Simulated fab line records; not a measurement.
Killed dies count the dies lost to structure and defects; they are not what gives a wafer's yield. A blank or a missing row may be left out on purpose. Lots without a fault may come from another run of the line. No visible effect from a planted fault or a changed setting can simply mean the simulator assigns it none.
A struck lot beside a sound one + flow sky130 + 21 out of 708 route steps
Sound: these wafers, L834.1, L834.4, L834.6. Struck: wafers L841.1, L841.2, L841.5. Last of all comes the cause.
Each step with rows lists, per side, the tool, then ch with its chambers, then its first start. Under that, the readings that differ: sound wafers + struck wafers + difference of the means + sigmas: that difference in standard deviations of wafers without a fault.
alike: words and numbers the same on both sides, and readings whose means are apart by under 2 such deviations; not compared: readings that were withheld, readings missing a value for some wafer, numbers with overlapping values and no deviation given by the record, and bounds like >300 which may hide the same value.
The two part at a step that has a row with sigmas, a row that says differs or no value, or rows on one side only. Numbers that have no deviation but don't overlap get no sigmas and don't part them. A reading missing from all wafers of one side parts the sides only when that side holds two or more wafers.

SKY_NWELL_OVL_MEAS_23:
  sound on overlay-02 at day 6 10:26; struck on overlay-02 at day 8 09:32
  alike: NWELL_01_OVL
next, for these wafers, 1 step has no rows: SKY_NWELL_IMPLANT_24.
SKY_NWELL_STRIP_25: strips in O2/N2.
  sound on plasmaAsher-03 ch 0, day 6 10:37; struck on plasmaAsher-03 ch 0,1, day 8 09:43
  alike: drypumpMotorCurrentA, oesProductAu, stripTimeToEndpointS
  not compared: rfHoursCounterH
SKY_NWELL_TW_MEAS_26:
  sound on filmMetro-02 at day 6 10:43; struck on filmMetro-01 at day 8 09:49
| reading    | sound       | struck      | difference | sigmas |
|------------|-------------|-------------|------------|--------|
| NWELL_2_TW | 497 498 497 | 484 489 490 | -10        | -2     |
then, 1 step without rows for these wafers: SKY_NWELL_CLEAN_27 (cleans in SC1/SC2, time 150 s).
SKY_NWELL_RTA_28: time 30 s.
  sound on rtpAnneal-01 ch 0, day 6 10:50; struck on rtpAnneal-02 ch 0, day 8 09:56
  alike: lampPowerPct, wafer_temp_C_max
SKY_NWELL_RS_MEAS_29: a four-point-probe measurement.
  sound on filmMetro-04 at day 6 10:56; struck on filmMetro-04 at day 8 10:02
  alike: NWELL_RS
SKY_NWELL_RS_MEAS_31: a four-point-probe measurement.
  sound on filmMetro-04 at day 6 11:10; struck on filmMetro-04 at day 8 10:16
  alike: PWDE_RS
then, 3 steps without rows for these wafers: SKY_VT_ADJUST_HVTP_DEHYDRATE_00 (time 60 s); SKY_VT_ADJUST_HVTP_HMDS_01 (prime time 60 s); SKY_VT_ADJUST_HVTP_COAT_02 (resist thk 1140 nm).
SKY_VT_ADJUST_HVTP_SOFTBAKE_03: time 60 s.
  sound on lithoTrack-04 ch 0, day 6 20:32; struck on lithoTrack-04 ch 0, day 8 20:47
| reading               | sound             | struck            | difference | sigmas |
|-----------------------|-------------------|-------------------|------------|--------|
| heaterPowerTotalW (W) | 56.60 56.69 56.60 | 54.06 54.12 54.03 | -2.56      | -58    |
| plateTempC (C)        | 90.06 89.95 90.03 | 87.10 87.04 87.19 | -2.90      | -22    |
then, 2 steps without rows for these wafers: SKY_VT_ADJUST_HVTP_EXPOSE_04 (exposes mask HVTPM, target cd 380 nm); SKY_VT_ADJUST_HVTP_PEB_05.
SKY_VT_ADJUST_HVTP_DEVELOP_06: develop time 60 s.
  sound on lithoTrack-01 ch 0, day 7 06:55; struck on lithoTrack-04 ch 0, day 9 07:32
| reading                                            | sound             | struck            | difference | sigmas |
|----------------------------------------------------|-------------------|-------------------|------------|--------|
| developerTempC (C)                                 | 23.01 23.13 23.17 | 22.75 22.85 22.88 | -0.28      | -3     |
| model.NOVOLAK_of_VT_ADJUST_HVTP_COAT_02.thkNm (nm) | 1136 1134 1133    | 1148 1148 1150    | +14        |        |
SKY_VT_ADJUST_HVTP_CD_MEAS_07: target cd 380 nm.
  sound on cdSem-02 at day 7 07:04; struck on cdSem-01 at day 9 07:41
  alike: cdNm
SKY_VT_ADJUST_HVTP_OVL_MEAS_08:
  sound on overlay-02 at day 7 07:11; struck on overlay-01 at day 9 07:49
  alike: VT_ADJUST_HVTP_OVL
next, for these wafers, 1 step has no rows: SKY_VT_ADJUST_HVTP_IMPLANT_09.
SKY_VT_ADJUST_HVTP_STRIP_10: strips in O2/N2.
  sound on plasmaAsher-02 ch 0,1, day 7 07:22; struck on plasmaAsher-02 ch 0,1, day 9 07:59
| reading                  | sound             | struck            | difference | sigmas |
|--------------------------|-------------------|-------------------|------------|--------|
| stripTimeToEndpointS (s) | 14.13 14.11 14.10 | 14.26 14.27 14.27 | +0.15      | +4     |
  alike: drypumpMotorCurrentA, oesProductAu
  not compared: rfHoursCounterH
SKY_VT_ADJUST_HVTP_TW_MEAS_11:
  sound on filmMetro-02 at day 7 07:28; struck on filmMetro-02 at day 9 08:05
  alike: VT_ADJUST_HVTP_TW
next, for these wafers, 1 step has no rows: SKY_PAD_OPEN_PROBE_99.

WHERE THEY PART
Earliest at SKY_NWELL_TW_MEAS_26; latest, in this record, at SKY_VT_ADJUST_HVTP_STRIP_10. Later steps at which nothing parts them and some readings are alike: SKY_VT_ADJUST_HVTP_TW_MEAS_11.

WHY: the cause the simulator had injected
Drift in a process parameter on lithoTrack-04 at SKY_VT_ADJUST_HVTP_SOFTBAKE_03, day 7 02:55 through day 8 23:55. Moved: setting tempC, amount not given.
